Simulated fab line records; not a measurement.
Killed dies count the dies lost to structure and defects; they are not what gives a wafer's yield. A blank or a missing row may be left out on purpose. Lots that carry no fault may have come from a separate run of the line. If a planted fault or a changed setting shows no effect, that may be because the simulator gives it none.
fab line records | flow gf180mcu
[record] lots = 11 wafers = 33 last_day = 34
route steps=602 shown M3@424 V3@452 M4@456
lots with no fault: from the same line, run without faults
start_h: hours from the record's first day to the start of the lot's first wafer shown | wait_h: time in hours since the lot's previous step | " same as the row above | L1.1+2: a single row standing in for several wafers | - no value, or no start given | * or withheld: withheld | < > ~ a bound
route shown NAME@n: a module of which the file shows steps, and the number in the route of the first | usual: mean and standard deviation over wafers with no fault | same: alike in all rows | chamber/n: place in a boat | sites: each site's reading | _std_site: the standard deviation of these | _edge_site: inner sites' mean taken away from outer sites' mean | radius_mm: how far each site lies from the wafer's centre | mask NAME#n: copy n | behind: the most recent tool/chamber to have shaped the wafer | hold: the reason the lot was held/the length of the hold in hours/how it ended | device: whichever transistor did not switch (one of n, p or np) | end of line: tests of these same wafers at the route's end | where a step has no rows: the recipe by itself | killed: dies lost to structure and defects at the first sort, not the wafer's yield | map: per-die view of a wafer (x killed, . not killed, _ where there is no die)
set.NAME: the setting the step ran with; set.NAME@STEP: the setting that earlier step ran with | model.NAME: the simulator's own value behind a step, which no gauge read
the route's steps for a sample of lots (tables are steps, rows are wafers)
services: the hour from which a tool's chamber was out of use, counted from the record's first day as start_h (under 0 if before that day), plus the number of hours and why
[[steps]]
[step GF_M3_OVL_MEAS_15]
[usual] M3_OVL = -4/5.8
// columns lot.wafer tool chamber start_h wait_h M3_OVL[nm]
L787.3 overlay-01 - 506.91 0.1 -7
L787.5 " - " " -11
L787.6 " - " " -8
L790.2 overlay-02 - 529.51 0.1 -14
L790.4 " - " " -15
L790.6 " - " " -16
L792.1 overlay-02 - 554.75 0.1 -12
L792.3 " - " " -10
L792.5 " - " " -3
L793.1 overlay-02 - 556.47 0.1 4
L793.3 " - " " -4
L793.5 " - " " -7
L794.2 overlay-01 - 565.33 0.1 -4
L794.3 " - " " -13
L794.4 " - " " 0
L795.3 overlay-01 - 580.21 0.1 -7
L795.5 " - " " -4
L795.6 " - " " -8
L800.2 overlay-02 - 613.48 0.1 -8
L800.4 " - " " -6
L800.6 " - " " -10
L802.1 overlay-02 - 644.87 0.1 -3
L802.2 " - " " -6
L802.3 " - " " -3
L804.2 overlay-02 - 653.13 0.1 2
L804.3 " - " " -3
L804.6 " - " " -1
L806.1 overlay-02 - 661.40 0.1 -2
L806.2 " - " " -7
L806.3 " - " " 1
L808.2 overlay-01 - 670.55 0.1 -12
L808.4 " - " " -11
L808.6 " - " " -7
[step GF_M3_METAL_ETCH_16]
[recipe] chemistry = Cl2/BCl3 mask_material = KrF target_depth_nm = 750.8 stop_on = SiO2 pressure_mtorr = 8 icp_w = 800 bias_w = 140 Cl2_flow_sccm = 80 bcl3_flow_sccm = 40 time_s = 125.1
[usual] bias_w = 140.1/0.37 chamber_pressure_mTorr = 8.000/0.0078 drypump_motor_current_A = 5.8/0.53 oes_product_au = 0.989/0.006 throttle_valve_pct = 28.233/0.01
// columns lot.wafer tool chamber start_h wait_h bias_w chamber_pressure_mTorr drypump_motor_current_A oes_product_au rf_hours_counter_h throttle_valve_pct
L787.3 rie_metal-03 0 506.98 0.1 140.2 7.999 5.1 0.990 - 28.235
L787.5 " 1 " " 139.8 8.013 5.4 0.977 - 28.229
L787.6 " 0 " " 140.5 8.008 5.0 0.988 - 28.217
L790.2 rie_metal-03 1 529.54 0.0 139.7 7.985 5.4 0.980 11 28.234
L790.4 " 1 " " 139.5 8.000 5.4 0.985 - 28.251
L790.6 " 1 " " 140.0 8.000 5.4 0.988 - 28.247
L792.1 rie_metal-02 0 554.79 0.0 139.8 7.996 6.1 0.986 12 28.228
L792.3 " 0 " " 140.4 7.987 6.2 0.991 - 28.245
L792.5 " 1 " " 139.3 8.003 6.1 0.989 - 28.215
L793.1 rie_metal-02 1 556.51 0.0 140.3 7.989 6.1 0.991 11 28.219
L793.3 " 1 " " 140.2 8.001 6.1 0.991 - 28.227
L793.5 " 1 " " 140.4 7.984 6.1 0.992 - 28.230
L794.2 rie_metal-01 1 565.36 0.0 140.3 8.000 6.4 0.989 11 28.236
L794.3 " 1 " " 140.1 8.003 6.4 0.988 - 28.241
L794.4 " 0 " " 139.9 7.996 6.4 1.002 - 28.217
L795.3 rie_metal-01 0 580.28 0.1 139.5 7.996 6.4 0.999 - 28.225
L795.5 " 0 " " 139.9 8.009 6.4 0.991 - 28.212
L795.6 " 1 " " 140.5 8.001 6.5 0.993 - 28.233
L800.2 rie_metal-01 1 613.51 0.0 139.8 8.005 6.4 1.001 12 28.242
L800.4 " 1 " " 139.8 7.995 6.4 0.988 - 28.253
L800.6 " 1 " " 139.1 7.999 6.4 0.988 - 28.229
L802.1 rie_metal-02 0 644.91 0.0 139.7 8.003 6.2 0.981 15 28.229
L802.2 " 1 " " 140.4 8.005 6.1 0.990 14 28.237
L802.3 " 1 " " 139.8 8.014 6.1 0.986 - 28.240
L804.2 rie_metal-03 1 653.16 0.0 140.2 7.993 5.4 0.985 1 28.230
L804.3 " 0 " " 139.9 8.008 5.1 0.988 - 28.251
L804.6 " 1 " " 141.2 7.999 5.4 0.990 - 28.227
L806.1 rie_metal-03 1 661.43 0.0 139.6 8.005 5.4 0.993 1 28.233
L806.2 " 0 " " 139.5 7.997 5.0 0.991 10 28.247
L806.3 " 0 " " 139.8 8.020 5.1 0.981 - 28.245
L808.2 rie_metal-02 1 670.63 0.1 140.5 7.995 6.1 0.970 - 28.254
L808.4 " 1 " " 140.4 8.009 6.1 0.973 - 28.246
L808.6 " 1 " " 140.0 8.002 6.1 0.990 - 28.238
[step GF_V3_CVD_23]
[recipe] material = W target_thk_nm = 350 time_s = 104.9 temp_c = 400 pressure_torr = 40
[usual] heater_power_w = 838/48
// columns lot.wafer tool chamber start_h wait_h heater_power_w
L787.3 cvd_w-01 0 531.99 0.1 881
L787.5 " 1 " " 808
L787.6 " 0 " " 883
L790.2 cvd_w-01 0 553.87 0.0 893
L790.4 " 0 " " 908
L790.6 " 1 " " 804
L792.1 cvd_w-01 0 578.23 0.0 883
L792.3 " 0 " " 895
L792.5 " 1 " " 796
L793.1 cvd_w-01 1 580.69 0.0 809
L793.3 " 1 " " 811
L793.5 " 1 " " 830
L794.2 cvd_w-01 1 589.77 0.0 791
L794.3 " 0 " " 893
L794.4 " 1 " " 795
L795.3 cvd_w-02 1 603.70 0.1 774
L795.5 " 1 " " 778
L795.6 " 0 " " 812
L800.2 cvd_w-02 0 636.10 0.0 834
L800.4 " 1 " " 779
L800.6 " 0 " " 841
L802.1 cvd_w-02 1 666.77 0.0 787
L802.2 " 0 " " 836
L802.3 " 1 " " 790
L804.2 cvd_w-01 0 674.71 0.0 918
L804.3 " 0 " " 894
L804.6 " 1 " " 807
L806.1 cvd_w-01 1 681.87 0.0 817
L806.2 " 0 " " 901
L806.3 " 1 " " 798
L808.2 cvd_w-01 0 691.40 0.0 943
L808.4 " 1 " " 815
L808.6 " 1 " " 808
[step GF_V3_RS_MEAS_24]
[recipe] thk_meas_gauge = four-point-probe reads = W_of_V3_CVD_23+TiN_of_V3_SPUTTER_22+Ti_of_V3_SPUTTER_21
[usual] V3_W_RS = 0.326/0.0065
// columns lot.wafer tool chamber start_h wait_h V3_W_RS[ohm/sq]
L787.3 film_metro-04 - 532.10 0.1 0.328
L787.5 " - " " 0.320
L787.6 " - " " 0.328
L790.2 film_metro-01 - 554.00 0.1 0.322
L790.4 " - " " 0.325
L790.6 " - " " 0.315
L792.1 film_metro-01 - 578.34 0.1 0.325
L792.3 " - " " 0.324
L792.5 " - " " 0.314
L793.1 film_metro-03 - 580.84 0.1 0.318
L793.3 " - " " 0.320
L793.5 " - " " 0.315
L794.2 film_metro-04 - 589.90 0.1 0.316
L794.3 " - " " 0.335
L794.4 " - " " 0.319
L795.3 film_metro-03 - 603.81 0.1 0.337
L795.5 " - " " 0.334
L795.6 " - " " 0.326
L800.2 film_metro-01 - 636.25 0.1 0.325
L800.4 " - " " 0.335
L800.6 " - " " 0.323
L802.1 film_metro-03 - 666.88 0.1 0.331
L802.2 " - " " 0.433
L802.3 " - " " 0.328
L804.2 film_metro-03 - 674.84 0.1 0.338
L804.3 " - " " 0.330
L804.6 " - " " 0.319
L806.1 film_metro-04 - 681.98 0.1 0.323
L806.2 " - " " 0.337
L806.3 " - " " 0.322
L808.2 film_metro-04 - 691.53 0.1 0.337
L808.4 " - " " 0.326
L808.6 " - " " 0.322
[step GF_V3_THK_MEAS_25]
[recipe] thk_meas_gauge = xrf reads = W_of_V3_CVD_23
[usual] V3_W_THK = 367/8
// columns lot.wafer tool chamber start_h wait_h V3_W_THK[nm]
L787.3 film_metro-04 - 532.20 0.1 366
L787.5 " - " " 374
L787.6 " - " " 362
L790.2 film_metro-01 - 554.11 0.1 372
L790.4 " - " " 368
L790.6 " - " " 381
L792.1 film_metro-01 - 578.46 0.1 371
L792.3 " - " " 370
L792.5 " - " " 380
L793.1 film_metro-03 - 580.96 0.1 376
L793.3 " - " " 373
L793.5 " - " " 383
L794.2 film_metro-04 - 590.01 0.1 382
L794.3 " - " " 356
L794.4 " - " " 376
L795.3 film_metro-03 - 603.91 0.1 355
L795.5 " - " " 359
L795.6 " - " " 366
L800.2 film_metro-01 - 636.36 0.1 370
L800.4 " - " " 359
L800.6 " - " " 373
L802.1 film_metro-03 - 667.00 0.1 364
L802.2 " - " " 301
L802.3 " - " " 368
L804.2 film_metro-03 - 674.95 0.1 350
L804.3 " - " " 359
L804.6 " - " " 369
L806.1 film_metro-04 - 682.10 0.1 372
L806.2 " - " " 356
L806.3 " - " " 374
L808.2 film_metro-04 - 691.64 0.1 358
L808.4 " - " " 370
L808.6 " - " " 372
[step GF_M4_SPUTTER_00]
[recipe] material = Ti target_thk_nm = 37.5 arriving_ion_energy_ev = 80 substrate_temp_c = 200 chamber_pressure_pa = 2 power_w = 4000 time_s = 150
[usual] throttle_valve_pct = 30.6/1.1
// columns lot.wafer tool chamber start_h wait_h throttle_valve_pct
L787.3 pvd_sputter-02 - 532.83 0.1 30.3
L787.5 " - " " 30.3
L787.6 " - " " 29.8
L790.2 pvd_sputter-02 - 554.46 0.2 29.7
L790.4 " - " " 29.5
L790.6 " - " " 30.2
L792.1 pvd_sputter-01 - 578.82 0.2 29.8
L792.3 " - " " 31.4
L792.5 " - " " 29.2
L793.1 pvd_sputter-04 - 581.32 0.1 29.5
L793.3 " - " " 30.5
L793.5 " - " " 29.9
L794.2 pvd_sputter-04 - 590.36 0.1 31.5
L794.3 " - " " 29.4
L794.4 " - " " 30.3
L795.3 pvd_sputter-02 - 604.25 0.2 30.9
L795.5 " - " " 30.5
L795.6 " - " " 29.6
L800.2 pvd_sputter-01 - 636.71 0.1 28.9
L800.4 " - " " 29.8
L800.6 " - " " 28.9
L802.1 pvd_sputter-02 - 667.36 0.1 29.8
L802.2 " - " " 29.7
L802.3 " - " " 31.0
L804.2 pvd_sputter-01 - 675.30 0.2 32.0
L804.3 " - " " 28.8
L804.6 " - " " 31.1
L806.1 pvd_sputter-02 - 682.46 0.1 30.3
L806.2 " - " " 29.8
L806.3 " - " " 30.9
L808.2 pvd_sputter-04 - 691.99 0.2 30.4
L808.4 " - " " 31.8
L808.6 " - " " 29.9
[[services]]
// columns tool chamber start_h hours kind
rie_metal-01 - 483.66 2.8 pm
rie_metal-01 - 487.01 0.7 repair
cvd_w-01 - 494.73 0.6 repair
rie_metal-02 1 506.55 5.0 repair
pvd_sputter-02 2 551.51 - consumable_replace:kit
pvd_sputter-02 2 551.51 18.0 scheduled_down
pvd_sputter-02 2 551.51 18.0 vent_cycle
pvd_sputter-02 - 554.99 1.7 repair
pvd_sputter-01 - 563.03 2.9 repair
cvd_w-02 1 580.81 9.5 repair
cvd_w-01 0 597.39 8.4 repair
cvd_w-02 - 610.71 6.0 pm
pvd_sputter-01 - 618.58 1.8 repair
pvd_sputter-02 - 620.00 19.6 repair
rie_metal-02 0 636.99 4.9 repair
cvd_w-01 - 637.96 14.6 pm
cvd_w-01 - 653.00 0.8 repair
cvd_w-01 - 654.27 0.7 repair
rie_metal-02 0 656.98 3.4 repair
rie_metal-01 - 658.47 1.0 repair
cvd_w-02 - 672.91 2.8 pm
pvd_sputter-02 1 674.83 - consumable_replace:kit
pvd_sputter-02 1 674.83 18.0 scheduled_down
pvd_sputter-02 1 674.83 18.0 vent_cycle
[[key]]
[first_sign] step = GF_V3_RS_MEAS_24 reading = V3_W_RS direction = up sigmas = 16 usual = 0.326 struck = 0.433
[effect] step = GF_V3_THK_MEAS_25 reading = V3_W_THK direction = down sigmas = 8.3 usual = 367 struck = 301
met_at GF_V3_CVD_23
struck_lots L802
struck_wafers L802.2
not_acting_at GF_M3_OVL_MEAS_15,GF_M3_METAL_ETCH_16,GF_M4_SPUTTER_00
onset_between 636.10 666.77
[fault] kind = site_profile_drift tool = cvd_w-02 chamber = 0 onset_h = 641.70 steps = GF_V3_CVD_23 basis = fraction max_abs_drift = 0.43033 slope_share_per_hr = 95.629 site_pattern = 0,0,0,0,0,-1,-1,-1,-1
